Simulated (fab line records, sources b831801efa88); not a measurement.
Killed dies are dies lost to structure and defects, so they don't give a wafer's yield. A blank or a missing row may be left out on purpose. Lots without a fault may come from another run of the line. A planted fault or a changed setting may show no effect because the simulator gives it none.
Which tool did it? | flow gf180mcu | 14 lots, 42 wafers sampled, at 5 steps of a route of 602

WHAT THE GAUGES READ, wafer by wafer
GF_POLY_GATE_CD_MEAS_10: target cd 280 nm. Usual: cd_nm 280.1 nm, standard deviation 0.99.
lot  | measured     | on        | cd_nm (nm)                          | flag
L152 | day 9 04:11  | cd_sem-01 | 278.0 279.1 279.4                   |
L153 | day 9 10:07  | cd_sem-02 | 281.5 280.8 281.6                   |
L154 | day 10 00:05 | cd_sem-02 | 279.4 279.1 278.3                   |
L155 | day 10 07:56 | cd_sem-02 | 279.6 280.8 279.9                   |
L156 | day 10 10:16 | cd_sem-02 | 279.7 279.7 280.0                   |
L160 | day 11 12:55 | cd_sem-01 | 280.9 280.6 280.6                   |
L159 | day 11 14:14 | cd_sem-02 | 282.0 282.0 280.3                   |
L161 | day 11 17:33 | cd_sem-01 | 282.1 282.4 281.5                   |
L162 | day 12 07:55 | cd_sem-02 | 279.4 277.8 278.8                   |
L164 | day 12 19:53 | cd_sem-01 | 281.1 279.6 279.9                   |
L168 | day 13 17:02 | cd_sem-02 | 279.5 279.2 279.4                   |
L172 | day 15 02:59 | cd_sem-02 | 296.3 295.3 294.8 296.2 295.1 295.1 | OFF
L173 | day 15 10:41 | cd_sem-02 | 296.2 296.0 294.9 296.0 296.0 295.1 | OFF
L174 | day 15 20:55 | cd_sem-01 | 277.9 280.4 279.8                   |

GF_SAB_CD_MEAS_09: target cd 420 nm. Usual: cd_nm 420.5 nm, standard deviation 2.3.
lot  | measured     | on        | cd_nm (nm)        | flag
L152 | day 14 22:58 | cd_sem-02 | 418.7 419.8 418.0 |
L153 | day 15 06:52 | cd_sem-02 | 421.0 419.2 421.7 |
L154 | day 16 01:38 | cd_sem-01 | 415.8 416.6 414.9 |
L155 | day 16 10:36 | cd_sem-01 | 419.7 420.2 417.5 |
L156 | day 16 14:43 | cd_sem-01 | 421.6 420.5 422.1 |
L160 | day 18 00:18 | cd_sem-01 | 418.4 417.8 418.9 |
L159 | day 18 00:42 | cd_sem-02 | 419.1 420.4 420.5 |
L161 | day 18 03:30 | cd_sem-02 | 420.0 420.2 419.8 |
L162 | day 18 21:13 | cd_sem-01 | 421.9 421.1 420.1 |
L164 | day 19 13:48 | cd_sem-01 | 418.4 420.2 421.0 |
L168 | day 20 14:18 | cd_sem-02 | 421.7 422.2 420.5 |
L172 | day 22 02:34 | cd_sem-01 | 421.6 420.8 421.8 |
L173 | day 22 13:20 | cd_sem-01 | 423.8 420.9 424.0 |
L174 | day 22 22:47 | cd_sem-01 | 420.7 420.6 419.9 |

GF_CONTACT_THK_MEAS_26: measures by xrf. Usual: CONTACT_W_THK 295 nm, standard deviation 4.5.
lot  | measured     | on            | CONTACT_W_THK (nm) | flag
L152 | day 15 22:57 | film_metro-03 | 296 291 292        |
L153 | day 16 07:24 | film_metro-01 | 292 288 293        |
L154 | day 17 01:43 | film_metro-03 | 293 285 290        |
L155 | day 17 11:25 | film_metro-03 | 290 292 292        |
L156 | day 17 15:24 | film_metro-03 | 292 290 291        |
L160 | day 19 02:01 | film_metro-03 | 294 297 292        |
L159 | day 19 03:26 | film_metro-02 | 298 301 300        |
L161 | day 19 06:12 | film_metro-03 | 296 287 295        |
L162 | day 20 00:42 | film_metro-02 | 293 297 290        |
L164 | day 20 16:17 | film_metro-03 | 293 298 298        |
L168 | day 21 16:00 | film_metro-01 | 294 293 293        |
L172 | day 23 04:36 | film_metro-02 | 304 303 305        |
L173 | day 23 15:00 | film_metro-03 | 287 291 285        |
L174 | day 23 23:44 | film_metro-03 | 293 293 293        |

WHICH TOOL RAN EACH LOT (tool, then ch and the chambers of the sampled wafers, then the start)
lot  | GF_POLY_GATE_PEB_08               | GF_SALICIDE_RTA_06
L152 | litho_track-02 ch 0, day 9 03:49  | rtp_anneal-01 ch 0, day 14 23:43
L153 | litho_track-02 ch 0, day 9 09:46  | rtp_anneal-01 ch 0, day 15 07:36
L154 | litho_track-02 ch 0, day 9 23:46  | rtp_anneal-01 ch 0, day 16 02:21
L155 | litho_track-02 ch 0, day 10 07:35 | rtp_anneal-02 ch 0, day 16 11:20
L156 | litho_track-01 ch 0, day 10 09:55 | rtp_anneal-01 ch 0, day 16 15:26
L160 | litho_track-04 ch 0, day 11 12:36 | rtp_anneal-01 ch 0, day 18 01:03
L159 | litho_track-02 ch 0, day 11 13:53 | rtp_anneal-01 ch 0, day 18 01:26
L161 | litho_track-02 ch 0, day 11 17:14 | rtp_anneal-01 ch 0, day 18 04:22
L162 | litho_track-04 ch 0, day 12 07:35 | rtp_anneal-02 ch 0, day 18 22:04
L164 | litho_track-02 ch 0, day 12 19:32 | rtp_anneal-02 ch 0, day 19 14:38
L168 | litho_track-01 ch 0, day 13 16:41 | rtp_anneal-01 ch 0, day 20 15:02
L172 | litho_track-02 ch 0, day 15 02:37 | rtp_anneal-01 ch 0, day 22 03:22
L173 | litho_track-02 ch 0, day 15 10:20 | rtp_anneal-01 ch 0, day 22 14:05
L174 | litho_track-04 ch 0, day 15 20:33 | rtp_anneal-01 ch 0, day 22 23:31
- GF_POLY_GATE_PEB_08: peb time 90 s.
- GF_SALICIDE_RTA_06: time 30 s.

WHAT THE TOOLS THEMSELVES READ (means of the sampled wafers that have a number; where no wafer has one, the mark that the record gives instead)
GF_POLY_GATE_PEB_08. Usual: heater_power_total_W 85.70 W, standard deviation 0.087; plate_temp_C 135.01 C, standard deviation 0.14.
lot  | tool           | heater_power_total_W (W) | plate_temp_C (C) | flag
L152 | litho_track-02 | 85.76                    | 135.04           |
L153 | litho_track-02 | 85.66                    | 135.15           |
L154 | litho_track-02 | 85.67                    | 135.11           |
L155 | litho_track-02 | 85.73                    | 134.89           |
L156 | litho_track-01 | 85.71                    | 134.96           |
L160 | litho_track-04 | 85.68                    | 135.01           |
L159 | litho_track-02 | 85.76                    | 135.07           |
L161 | litho_track-02 | 85.73                    | 135.10           |
L162 | litho_track-04 | 85.74                    | 134.96           |
L164 | litho_track-02 | 85.64                    | 134.83           |
L168 | litho_track-01 | 85.75                    | 135.03           |
L172 | litho_track-02 | 81.99                    | 130.57           | OFF
L173 | litho_track-02 | 81.94                    | 130.39           | OFF
L174 | litho_track-04 | 85.61                    | 135.03           |

GF_SALICIDE_RTA_06. Usual: lamp_power_pct 6.4 %, standard deviation 0.82; wafer_temp_C_max 532.1, standard deviation 0.48.
lot  | tool          | lamp_power_pct (%) | wafer_temp_C_max | flag
L152 | rtp_anneal-01 | 7.0                | 532.0            |
L153 | rtp_anneal-01 | 7.0                | 532.0            |
L154 | rtp_anneal-01 | 7.0                | 532.1            |
L155 | rtp_anneal-02 | 5.3                | 532.1            |
L156 | rtp_anneal-01 | 7.0                | 532.0            |
L160 | rtp_anneal-01 | 7.0                | 532.0            |
L159 | rtp_anneal-01 | 7.0                | 532.5            |
L161 | rtp_anneal-01 | 7.0                | 531.8            |
L162 | rtp_anneal-02 | 5.3                | 532.8            |
L164 | rtp_anneal-02 | 5.3                | 532.6            |
L168 | rtp_anneal-01 | 7.0                | 531.7            |
L172 | rtp_anneal-01 | 7.0                | 531.6            |
L173 | rtp_anneal-01 | 7.0                | 532.1            |
L174 | rtp_anneal-01 | 7.0                | 532.4            |

THE ANSWER, worked out from the rows above alone
Rule: a lot is off if the mean of its wafers that have a number lies more than 3 standard deviations from the usual mean. A lot without any number at a reading at which 4 lots or more have one is off too. The other lots that the step has rows for count as sound. The gauges are gone through in route order, then the tools' own readings, and for those a lot's mean is taken as printed above. The first step at which some lot is off is used, and at that step the reading that is off furthest; a lot without a number counts as furthest.
Off: L172, L173, at GF_POLY_GATE_CD_MEAS_10 (cd_nm).
A tool fits if, at a process step before that reading, it ran every lot that is off, and no sound lot after the first of them. The gauges at GF_POLY_GATE_CD_MEAS_10 aren't tried: what is off there is off at GF_POLY_GATE_PEB_08 too, on other tools, and a gauge's error can't cause that. One fits: litho_track-02 at GF_POLY_GATE_PEB_08. Its last sound lot is L164 (day 12 19:32), its first lot that is off L172 (day 15 02:37): a fault that began between those two fits.
The tool's own readings at GF_POLY_GATE_PEB_08 bear it out: on the lots that are off they differ by more than 5 times the standard deviation of the sound lots' means. heater_power_total_W reads 81.97 W there against 85.70 W on the sound lots; plate_temp_C reads 130.48 C there against 135.01 C on the sound lots.

WHAT THE SIMULATOR HAD PUT IN
Process parameter drift: litho_track-02, from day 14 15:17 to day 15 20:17, at GF_POLY_GATE_PEB_08. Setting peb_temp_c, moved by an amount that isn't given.
Lots struck among those shown: L172, L173. The rule above found the same.
